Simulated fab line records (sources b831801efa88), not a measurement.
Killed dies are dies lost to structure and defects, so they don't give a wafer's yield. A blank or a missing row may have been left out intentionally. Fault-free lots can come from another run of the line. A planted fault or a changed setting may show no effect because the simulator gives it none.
Which tool is to blame? ; flow gf180mcu ; 33 wafers sampled from 11 lots at 1 step of a route of 602

== WHAT THE GAUGES READ, wafer by wafer ==
GF_V1_OVL_MEAS_15.
lot;measured;on;V1_OVL (nm)
L831;day 18 00:37;overlay-01;-2 -3 4
L832;day 18 10:01;overlay-01;-5 -8 -11
L835;day 19 19:34;overlay-01;-14 -8 -12
L838;day 20 18:20;overlay-01;-9 -9 -15
L844;day 23 07:01;overlay-01;-7 2 -4
L845;day 23 10:01;overlay-02;-2 -8 -5
L846;day 23 18:43;overlay-01;-6 -5 -4
L847;day 24 03:31;overlay-01;-3 -6 -3
L848;day 24 06:40;overlay-02;-1 -4 -7
L850;day 24 20:58;overlay-02;-2 5 6
L852;day 25 06:52;overlay-02;-13 -5 -10

== TOOL THAT RAN EACH LOT (tool first, then ch and the chambers of the sampled wafers, then the start) ==
The record shows no process step preceding these readings.

== AS READ BY THE TOOLS THEMSELVES (means over the sampled wafers that have a number; for cases with no such wafer, the mark the record gives instead) ==
The record holds no such reading with a usual standard deviation.

== THE ANSWER, worked out from the rows above alone ==
Rule: what is usual is taken from the lots themselves. Put in order of their means at a reading, lots are off if they are a third of the lots or fewer, leave a main group of 4 or more, and stand apart from it by a gap of 3 or more times the standard deviation of the main group's means; of several such gaps the widest counts. A main group whose means are all the same, to the digits that the tables above print for the reading, isn't used. Also off: a lot with no number at a reading for which 4 or more lots have one. The other lots that the step has rows for count as sound. Order of review: gauges by route order, followed by the tools' own readings, for which a lot's mean as printed above is used. The first step at which some lot is off is used, and at that step the reading that is off furthest; a lot without a number counts as furthest.
Nothing can be told from this: no lot is off at any reading shown.

== WHAT THE SIMULATOR HAD INSERTED ==
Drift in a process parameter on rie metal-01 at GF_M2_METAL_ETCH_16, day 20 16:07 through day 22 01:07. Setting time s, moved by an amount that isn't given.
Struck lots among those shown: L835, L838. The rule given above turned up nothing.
